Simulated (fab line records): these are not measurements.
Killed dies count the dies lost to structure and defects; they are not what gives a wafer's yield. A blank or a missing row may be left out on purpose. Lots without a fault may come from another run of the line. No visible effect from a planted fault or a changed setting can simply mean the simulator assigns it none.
Matching of chambers + flow gf180mcu + GF_V5_CMP_04 on cmp-02: 4 sister chambers
The step polishes SiO2. 8 wafers are shown with their chamber, then 11 later ones without.

== WAFERS WITH THEIR CHAMBER ==
| wafer  | chamber | motor_current_A (A) |
|--------|---------|---------------------|
| L625.2 | 3       | 12.1                |
| L627.4 | 1       | 9.8                 |
| L628.1 | 2       | 11.9                |
| L628.4 | 3       | 12.6                |
| L634.1 | 0       | 11.2                |
| L634.5 | 1       | 10.7                |
| L634.6 | 0       | 10.9                |
| L638.1 | 2       | 11.6                |

== WAFERS WITHOUT THEIR CHAMBER ==
| wafer  | motor_current_A (A) |
|--------|---------------------|
| L638.2 | 10.7                |
| L638.5 | 11.8                |
| L639.1 | 11.0                |
| L639.3 | 12.1                |
| L639.6 | 12.0                |
| L640.3 | 11.7                |
| L640.5 | 12.0                |
| L640.6 | 10.5                |
| L642.1 | 11.8                |
| L642.3 | 10.6                |
| L642.6 | 10.7                |

== CHAMBER TAKEN BY EACH ==
| wafer  | from the rows above          | in truth |
|--------|------------------------------|----------|
| L638.2 | can't be placed: 0 or 1 or 2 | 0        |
| L638.5 | can't be placed: 2 or 3 or 0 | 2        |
| L639.1 | can't be placed: 0 or 1 or 2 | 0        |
| L639.3 | can't be placed: 3 or 2      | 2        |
| L639.6 | can't be placed: 2 or 3 or 0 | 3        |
| L640.3 | can't be placed: 2 or 0 or 3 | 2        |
| L640.5 | can't be placed: 2 or 3 or 0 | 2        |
| L640.6 | can't be placed: 1 or 0      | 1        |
| L642.1 | can't be placed: 2 or 3 or 0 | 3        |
| L642.3 | can't be placed: 1 or 0      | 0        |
| L642.6 | can't be placed: 0 or 1 or 2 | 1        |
Correct placement for 0 of the 11. Not placeable from these rows: 11 (in 11, the candidates include the true chamber). Number placed wrongly: 0.
How it was worked out, from the rows above alone: a wafer's distance from a chamber is the root of the sum, over the readings, of the square of ((its reading less the chamber's mean) divided by the reading's scatter). The wafer belongs to the nearest chamber; if the next one is less than 2 further off, it can't be placed. Each chamber's mean is taken over the wafers shown for it. The scatter is the square root of a quotient: the sum, over the shown wafers, of each reading's squared deviation from its chamber's mean, divided by wafers minus chambers.
